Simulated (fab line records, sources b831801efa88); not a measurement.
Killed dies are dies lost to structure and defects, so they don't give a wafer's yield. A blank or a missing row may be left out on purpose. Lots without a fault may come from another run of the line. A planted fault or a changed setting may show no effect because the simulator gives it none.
Problem report in the 8D (eight disciplines) form, filled by code | flow gf180mcu | the parts of the form that need people (team, actions taken, sign-off) are left out

1. THE PROBLEM
beam_energy_keV at GF_LVPWELL_IMPLANT_09 reads a mean of 55.524 on 6 wafers of 2 lots; wafers without a fault read 60.002 with a standard deviation of 0.021. That is -99 or more standard deviations from the usual mean.
First seen on wafer L813.1, day 6 17:57, on implanter-01. The record holds 42 wafers of 14 lots with a number at this step. Rule for "out", or "out of limits": more than 4 standard deviations from the usual mean. The other wafers with a number count as sound.

2. WHAT IT IS AND WHAT IT IS NOT
question                    | is                     | is not
which readings at this step | beam_energy_keV        | tilt_deg
which lots                  | L813, L817             | L803, L804, L805, L807, L808, L809, L810, L811, L812, L814, L819, L823
which wafers of those lots  | all that have a number | -
read on which tools         | implanter-01           | implanter-03, implanter-04
when                        | from day 6 17:57       | up to then (27 sound wafers); but 9 sound wafers of L814, L819, L823 came after

3. SUSPECTS, AND WHAT RULES EACH OUT
Counting: a tool at a process step up to the reading stays a suspect if it ran every lot that is out and no sound lot after the first of them.
- implanter-01 at GF_LVPWELL_IMPLANT_09: kept. It ran every lot that is out, first L813 (day 6 17:57), and no sound lot after that; its last sound lot up to then is L812 (day 6 11:03). Its own readings are out on those wafers: beam_energy_keV.
Left after counting: implanter-01 at GF_LVPWELL_IMPLANT_09.

4. THE CAUSE (what the simulator had put in)
Process parameter drift: implanter-01, from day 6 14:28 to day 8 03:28, at GF_LVPWELL_IMPLANT_09. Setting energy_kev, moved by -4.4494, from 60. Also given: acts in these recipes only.
Counting left only this tool.

5. THE CHAIN OF EFFECTS, in route order
Each row: a reading whose mean over the struck wafers that have a number lies more than 3 standard deviations from the usual. Only readings for which the record gives a usual standard deviation are gone through. hours: the time from each lot's start at the first step in this table that gives one to its start at this step, as a median over the lots. sigmas: the change in usual standard deviations.
hours | step                  | reading         | usual  | on struck wafers | change | sigmas
0     | GF_LVPWELL_IMPLANT_09 | beam_energy_keV | 60.002 | 55.524           | -4.478 | -99 or more
The process steps in it:
- GF_LVPWELL_IMPLANT_09
Later measuring or inspecting steps at which every struck wafer that the step has a row for has a number for every such reading, and none has moved that far: GF_MVSD_TW_MEAS_11, GF_VT_IMPLANT_TW_MEAS_10.

6. WHAT WOULD HAVE CAUGHT IT SOONER
In this record the first reading out of limits was taken at day 6 17:57, 3 hours after the fault began at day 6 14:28.
